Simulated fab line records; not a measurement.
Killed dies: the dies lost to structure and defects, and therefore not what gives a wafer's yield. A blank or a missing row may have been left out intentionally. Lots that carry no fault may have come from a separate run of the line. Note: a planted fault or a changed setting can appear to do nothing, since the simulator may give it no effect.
Comparing a struck lot with a sound one + flow sky130 + 16 out of 708 route steps
Sound: the wafers L553.3, L553.4, L553.6. Struck: wafers L556.2, L556.4. (L556.6 of the same lot was not struck and is left out.) The cause comes at the end.
For every step that has rows: the tool of each side, followed by ch and its chambers, followed by its first start. Under that, the readings that differ: sound wafers + struck wafers + difference of the means + sigmas: that difference in standard deviations of wafers without a fault.
alike: same words and numbers on both sides, and readings whose means sit less than 2 such deviations apart. not compared: any withheld reading, any reading some wafer has no value for, any bound like >300 that may hide the same value, and any number with overlapping values for which the record gives no deviation.
A row with sigmas, a row that says differs or no value, or rows on one side alone: a step with any of these is where the two part. Non-overlapping numbers with no deviation appear without sigmas and do not part them. A reading that every wafer of one side lacks parts them only if that side has two wafers or more.

first, 3 steps without rows for these wafers: SKY_METAL1_EXPOSE_12 (exposes mask MM1, target cd 140 nm); SKY_METAL1_PEB_13; SKY_METAL1_DEVELOP_14 (develop time 60 s).
SKY_METAL1_CD_MEAS_15: target cd 140 nm.
  sound on cd-sem-02, day 33 22:14; struck on cd-sem-01, day 34 22:46
  alike: cd-nm
SKY_METAL1_OVL_MEAS_16:
  sound on overlay-02, day 33 22:19; struck on overlay-02, day 34 22:52
  alike: METAL1_OVL
SKY_METAL1_DESCUM_17: chemistry O2, time 8 s.
  sound on rie-metal-04 ch 0,1, day 33 22:22; struck on rie-metal-04 ch 0, day 34 22:54
  alike: drypump-motor-current-A, oes-product-au, temp-c
  not compared: rf-hours-counter-h
SKY_METAL1_ETCH_18: etches BARC in N2/H2, stops on SiO2, time 45.9 s, target depth 60 nm.
  sound on rie-metal-04 ch 0,1, day 33 22:24; struck on rie-metal-04 ch 0, day 34 22:56
  alike: bias-w, drypump-motor-current-A, oes-product-au, throttle-valve-pct
  not compared: rf-hours-counter-h
SKY_METAL1_METAL_ETCH_19: etches the open film in Cl2/BCl3, stops on SiO2, target depth 360 nm, time 78 s.
  sound on rie-metal-04 ch 0,1, day 33 22:28; struck on rie-metal-04 ch 0, day 34 23:00
  alike: bcl3-flow-sccm, bias-w, drypump-motor-current-A, oes-product-au, throttle-valve-pct
  not compared: rf-hours-counter-h
SKY_METAL1_STRIP_20: strips in O2/N2.
  sound on plasma-asher-03 ch 0,1, day 33 22:34; struck on plasma-asher-02 ch 1, day 34 23:05
  alike: drypump-motor-current-A, oes-product-au, strip-time-to-endpoint-s
  not compared: rf-hours-counter-h
then, 3 steps without rows for these wafers: SKY_METAL1_STRIP_21 (strips in post etch residue remover, time 1200 s); SKY_METAL1_CLEAN_22 (cleans in IPA, time 180 s); SKY_METAL1_CLEAN_23 (cleans in O3/DIW).
SKY_VIA1_HDPCVD_00: deposits SiO2, target thk 1030 nm, time 171.7 s.
  sound on hdpcvd-02 ch 0,1,2, day 33 23:07; struck on hdpcvd-02 ch 2, day 34 23:41
| reading                                  | sound             | struck      | difference | sigmas |
|------------------------------------------|-------------------|-------------|------------|--------|
| sih4-flow-sccm (sccm)                    | 59.71 60.03 60.30 | 51.48 51.66 | -8.44      | -44    |
| model.SiO2_of_VIA1_HDPCVD_00.thk-nm (nm) | 1042 1038 1026    | 893.6 890.5 | -143.3     |        |
SKY_VIA1_THK_MEAS_01:
  sound on film-metro-04, day 33 23:16; struck on film-metro-03, day 34 23:49
| reading              | sound          | struck  | difference | sigmas |
|----------------------|----------------|---------|------------|--------|
| VIA1_HDPCVD_THK (nm) | 1042 1039 1025 | 893 890 | -144       | -14    |
SKY_VIA1_CMP_02: polishes SiO2.
  sound on cmp-01 ch 2,3, day 33 23:18; struck on cmp-01 ch 0,2, day 34 23:52
  alike: head-pressure-psi, motor-current-A
-- the record jumps here: 12 days lie between the struck wafers' starts before and after (it left off in module VIA1 and takes up again in module PAD_OPEN, whose first step shown is number 708 of the route) --
SKY_PAD_OPEN_PROBE_99:
  sound on prober-01, day 46 16:28; struck on prober-02, day 47 10:47
  alike: defect-limited-yield, killed_at_M0_to_M3, killed_at_M4_up, killed-at-contacts, killed-at-front-end, killed-at-other, killed-dies, killed-open, killed-short, sort_bin_3_pad_short, sort_bin_5_function, sort_bin_6_memory, sort-n-pass, sort-yield-pct

## WHERE THEY PART
Earliest at SKY_VIA1_HDPCVD_00; latest, in this record, at SKY_VIA1_THK_MEAS_01. Later steps at which nothing parts them and some readings are alike: SKY_VIA1_CMP_02, SKY_PAD_OPEN_PROBE_99.

WHY: whatever the simulator had introduced
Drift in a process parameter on hdpcvd-02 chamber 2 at SKY_VIA1_HDPCVD_00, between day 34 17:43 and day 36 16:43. The setting sih4-flow-sccm was moved by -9, starting from 60. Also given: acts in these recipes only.
